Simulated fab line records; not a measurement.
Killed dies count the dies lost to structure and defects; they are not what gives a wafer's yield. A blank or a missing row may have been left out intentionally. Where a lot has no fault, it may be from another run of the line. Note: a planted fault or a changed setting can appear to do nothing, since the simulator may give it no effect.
The tool behind it: which one? + flow gf180mcu + 42 wafers from 14 lots sampled at 2 of the route's 602 steps

== WHAT THE GAUGES SHOWED, per wafer ==
GF_V4_THK_MEAS_25: measures by xrf.
| lot  | measured     | on            | V4_W_THK (nm) |
|------|--------------|---------------|---------------|
| L642 | day 24 14:14 | film metro-03 | 343 353 345   |
| L643 | day 24 21:19 | film metro-03 | 354 355 351   |
| L644 | day 24 23:32 | film metro-01 | 359 364 362   |
| L646 | day 25 11:13 | film metro-01 | 360 355 362   |
| L648 | day 26 17:38 | film metro-02 | 360 356 361   |
| L647 | day 26 18:42 | film metro-02 | 357 359 362   |
| L653 | day 27 23:25 | film metro-03 | 353 350 351   |
| L654 | day 28 05:42 | film metro-03 | 354 344 352   |
| L655 | day 28 06:58 | film metro-02 | 352 355 358   |
| L656 | day 28 23:06 | film metro-02 | 358 360 362   |
| L658 | day 29 14:30 | film metro-01 | 346 351 351   |
| L664 | day 31 06:37 | film metro-01 | 356 357 353   |
| L663 | day 31 06:49 | film metro-03 | 355 352 355   |
| L665 | day 31 11:45 | film metro-01 | 347 349 350   |

== EACH LOT AND THE TOOL THAT RAN IT (in order: tool; ch and the chambers of the sampled wafers; start) ==
| lot  | GF_HV_LDD_ETCHBACK_58              |
|------|------------------------------------|
| L642 | rie diel-04 ch 1,2,3, day 12 19:45 |
| L643 | rie diel-03 ch 0,1,3, day 13 01:54 |
| L644 | rie diel-01 ch 0,3, day 13 02:12   |
| L646 | rie diel-04 ch 0,2,3, day 13 15:17 |
| L648 | rie diel-04 ch 1,2,3, day 14 17:26 |
| L647 | rie diel-03 ch 0,2,3, day 14 17:32 |
| L653 | rie diel-01 ch 1,2,3, day 16 00:54 |
| L654 | rie diel-03 ch 0,1,2, day 16 10:27 |
| L655 | rie diel-04 ch 0,1,2, day 16 11:08 |
| L656 | rie diel-04 ch 1,2,3, day 17 07:29 |
| L658 | rie diel-01 ch 0,1,2, day 17 22:24 |
| L664 | rie diel-04 ch 0,1,2, day 20 00:18 |
| L663 | rie diel-03 ch 0,1,2, day 20 01:44 |
| L665 | rie diel-04 ch 0,1, day 20 13:27   |
- GF_HV_LDD_ETCHBACK_58: etches Si3N4 in CH3F/O2, stops on SiO2, time 100 s, target depth 90 nm.

== AS READ BY THE TOOLS THEMSELVES (means over the sampled wafers that have a number; for cases with no such wafer, the mark the record gives instead) ==
GF_HV_LDD_ETCHBACK_58.
| lot  | tool        | drypump motor current A (A) | oes product au (a.u.) | throttle valve pct (%) |
|------|-------------|-----------------------------|-----------------------|------------------------|
| L642 | rie diel-04 | 5.9                         | 0.837                 | 10.567                 |
| L643 | rie diel-03 | 6.0                         | 0.838                 | 10.562                 |
| L644 | rie diel-01 | 5.5                         | 0.842                 | 10.564                 |
| L646 | rie diel-04 | 5.9                         | 0.837                 | 10.558                 |
| L648 | rie diel-04 | 5.9                         | 0.836                 | 10.548                 |
| L647 | rie diel-03 | 6.1                         | 0.846                 | 10.557                 |
| L653 | rie diel-01 | 6.2                         | 0.842                 | 10.560                 |
| L654 | rie diel-03 | 5.8                         | 0.839                 | 10.561                 |
| L655 | rie diel-04 | 5.9                         | 0.842                 | 10.559                 |
| L656 | rie diel-04 | 5.9                         | 0.840                 | 10.559                 |
| L658 | rie diel-01 | 5.8                         | 0.850                 | 10.555                 |
| L664 | rie diel-04 | 5.9                         | 0.843                 | 10.555                 |
| L663 | rie diel-03 | 5.8                         | 0.846                 | 10.558                 |
| L665 | rie diel-04 | 5.7                         | 0.834                 | 10.564                 |

== THE ANSWER, worked out from the rows above alone ==
Rule: usual is defined by the lots themselves. Put in order of their means at a reading, lots are off if they are a third of the lots or fewer, leave a main group of 4 or more, and stand apart from it by a gap of 3 or more times the standard deviation of the main group's means; of several such gaps the widest counts. A main group is skipped when, at the precision printed for the reading in the tables above, its means are all equal. Also off: a lot with no number at a reading for which 4 or more lots have one. All remaining lots with rows at the step are treated as sound. The gauges are gone through in route order, then the tools' own readings, and for those a lot's mean is taken as printed above. At the first step where some lot is off, the reading lying furthest off is the one used; lots without a number count as furthest.
No lot is off on any of the readings shown, so nothing can be concluded from this.

== WHAT THE SIMULATOR PUT IN ==
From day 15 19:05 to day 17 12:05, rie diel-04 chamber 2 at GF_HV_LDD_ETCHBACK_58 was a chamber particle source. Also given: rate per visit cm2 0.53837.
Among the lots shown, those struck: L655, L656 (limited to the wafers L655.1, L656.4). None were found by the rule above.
